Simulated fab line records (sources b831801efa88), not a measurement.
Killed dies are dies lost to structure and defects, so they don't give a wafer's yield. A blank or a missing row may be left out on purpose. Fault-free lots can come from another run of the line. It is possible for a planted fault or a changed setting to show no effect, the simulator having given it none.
The same fault as seen by 2 desks -- flow gf180mcu -- numbers are kept per desk, each desk with only its own; the story behind them comes last

## FOR THE TOOL OWNER'S DESK: implanter-04
GF_PSD_IMPLANT_09, tool's own readings: per-lot mean of the sampled wafers with a number, covering each lot this tool ran. Marked OUT: a lot whose mean sits more than 4 standard deviations from the usual mean, which makes it out of limits; the brackets give that distance.
Columns: A = doseIonsCm2 at GF_PSD_IMPLANT_09, usual 1.5001e+15; B = faradayCurrentUA at GF_PSD_IMPLANT_09, usual 8244
lot,first seen here,A,B
L220,day 14 02:31,1.4993e+15,8213
L222,day 14 22:44,1.5006e+15,8373
L224,day 15 17:37,1.4983e+15,8101
L225,day 16 00:52,1.4988e+15,8247
L227,day 16 19:41,1.2271e+15 (-99 or more) OUT,6744 (-10) OUT
L229,day 17 16:04,1.2284e+15 (-99 or more) OUT,6842 (-9.3) OUT
L231,day 17 20:34,1.2307e+15 (-99 or more) OUT,6826 (-9.5) OUT
This desk finds L227, L229, L231 out of limits, L227 being first, at day 16 19:41 (doseIonsCm2 at GF_PSD_IMPLANT_09). L220, L222, L224, L225 stayed within limits.

## AT THE METROLOGY DESK
Lot by lot, what the gauges showed, no matter which tool ran the lot: averages of those sampled wafers that carry a number. Marked OUT: a lot whose mean sits more than 4 standard deviations from the usual mean, which makes it out of limits; the brackets give that distance.
Columns: A = HV_LDD_01_OVL at GF_HV_LDD_OVL_MEAS_20, usual -0.5 nm; B = HV_LDD_03_OVL at GF_HV_LDD_OVL_MEAS_47, usual -0.7 nm; C = PSD_TW at GF_PSD_TW_MEAS_11, usual 3198; D = PSD_RS at GF_PSD_RS_MEAS_15, usual 108.54 ohm/sq
lot,first seen here,A,B,C,D
L220,day 10 16:38,-3.2,-1.2,3187,108.65
L221,day 11 01:02,0.6,-0.5,3196,108.13
L222,day 11 09:38,-1.5,-0.4,3195,109.00
L224,day 12 02:47,-2.2,-2.6,3194,108.53
L225,day 12 07:26,-0.9,-3.3,3173,108.46
L227,day 13 01:30,0.2,-0.9,3050 (-7.4) OUT,118.54 (+34) OUT
L229,day 13 17:14,-1.0,-0.9,3068 (-6.5) OUT,118.46 (+34) OUT
L231,day 14 01:19,0.5,-0.2,3061 (-6.8) OUT,119.36 (+37) OUT
L238,day 16 16:01,-0.4,-0.3,3234,108.32
L241,day 17 16:43,-1.5,0.7,3197,108.70
L243,day 18 00:55,-0.3,-2.8,3195,108.52
This desk reports L227, L229, L231 out of limits; the earliest was L227 at day 16 19:53 (PSD_TW at GF_PSD_TW_MEAS_11). L220, L221, L222, L224, L225, L238, L241, L243 stayed within limits.

## TAKEN TOGETHER
On L227, L229, L231, at day 16 19:41, an alarm was possible from the tool owner's desk.
The metrology desk could have raised an alarm at day 16 19:53, on L227, L229, L231.
The lots listed all ran GF_PSD_IMPLANT_09 on implanter-04.

## WHAT WAS PUT IN BY THE SIMULATOR
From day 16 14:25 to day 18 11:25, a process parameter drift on implanter-04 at GF_PSD_IMPLANT_09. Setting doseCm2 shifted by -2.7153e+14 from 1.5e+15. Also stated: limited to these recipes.
Lots struck among those shown: L227, L229, L231.
Delay (hours) between the fault's onset and each desk's first out-of-limits reading: 5 at the tool owner's desk, 5 at the metrology desk.
